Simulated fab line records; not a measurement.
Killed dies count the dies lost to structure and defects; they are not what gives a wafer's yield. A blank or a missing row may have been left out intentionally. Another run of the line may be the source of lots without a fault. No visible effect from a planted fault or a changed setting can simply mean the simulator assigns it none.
Which of the tools did it? + flow sky130 + 6 lots with 17 wafers sampled at 3 steps, on a route of 708 steps

WHAT THE GAUGES SHOWED, per wafer
SKY_LI_CONTACT_CD_MEAS_12: target cd 170 nm.
| lot  | measured     | on        | cd nm (nm)        |
|------|--------------|-----------|-------------------|
| L718 | day 30 22:29 | cd sem-01 | 169.8 168.5 168.2 |
| L722 | day 32 13:34 | cd sem-01 | 169.3 169.4 168.6 |
| L724 | day 33 04:46 | cd sem-02 | 169.0 169.2 169.1 |
| L727 | day 34 03:53 | cd sem-01 | 171.9 171.5 169.0 |
| L732 | day 35 18:47 | cd sem-02 | 170.1 169.8 170.9 |
| L734 | day 36 20:31 | cd sem-01 | 122.4 172.6       |

EACH LOT AND THE TOOL THAT RAN IT (in order: tool; ch and the chambers of the sampled wafers; start)
| lot  | SKY_POLY_CUT_ETCH_11               | SKY_LI_CONTACT_EXPOSE_09          |
|------|------------------------------------|-----------------------------------|
| L718 | rie diel-04 ch 0,1,2, day 26 01:37 | krf scanner-01 ch 0, day 30 09:05 |
| L722 | rie diel-02 ch 0,3, day 27 18:13   | krf scanner-01 ch 0, day 31 23:35 |
| L724 | rie diel-02 ch 2,3, day 28 10:55   | krf scanner-02 ch 0, day 32 15:58 |
| L727 | rie diel-01 ch 0,1,2, day 29 10:28 | krf scanner-01 ch 0, day 33 14:45 |
| L732 | rie diel-02 ch 0,1,2, day 31 04:16 | krf scanner-01 ch 0, day 35 06:04 |
| L734 | rie diel-02 ch 1,3, day 32 07:10   | krf scanner-01 ch 0, day 36 07:28 |
- SKY_POLY_CUT_ETCH_11: etches Si3N4 in CF4/CH2F2/Ar, stops on poly-Si, time 42.5 s, target depth 60 nm.
- SKY_LI_CONTACT_EXPOSE_09: exposes mask LICM1, target cd 170 nm.

THE ANSWER, worked out from the rows above alone
Rule: the lots themselves supply what counts as usual. The widest of any qualifying gaps counts: lots, ordered by their means at a reading, are off when they make up no more than a third of the lots, leave a main group of 4 or more, and stand apart from it by 3 or more times the standard deviation of that group's means. The tables above print the reading to a certain number of digits; a main group whose means all agree to those digits is not used. A lot without any number at a reading at which 4 lots or more have one is off too. Any other lot the step has rows for is counted as sound.
Off: L734 (SKY_LI_CONTACT_CD_MEAS_12, cd nm). For the main group the mean is 169.6 nm and the standard deviation 0.77.
If a tool, at a process step before that reading, ran all the lots that are off and no sound lot after the first of them, it fits. Those tools and the gauges at SKY_LI_CONTACT_CD_MEAS_12 are tried in the same way. Can't be told from this: 3 tools fit, rie diel-02 at SKY_POLY_CUT_ETCH_11, krf scanner-01 at SKY_LI_CONTACT_EXPOSE_09, cd sem-01 at SKY_LI_CONTACT_CD_MEAS_12.

WHAT WAS PUT IN BY THE SIMULATOR
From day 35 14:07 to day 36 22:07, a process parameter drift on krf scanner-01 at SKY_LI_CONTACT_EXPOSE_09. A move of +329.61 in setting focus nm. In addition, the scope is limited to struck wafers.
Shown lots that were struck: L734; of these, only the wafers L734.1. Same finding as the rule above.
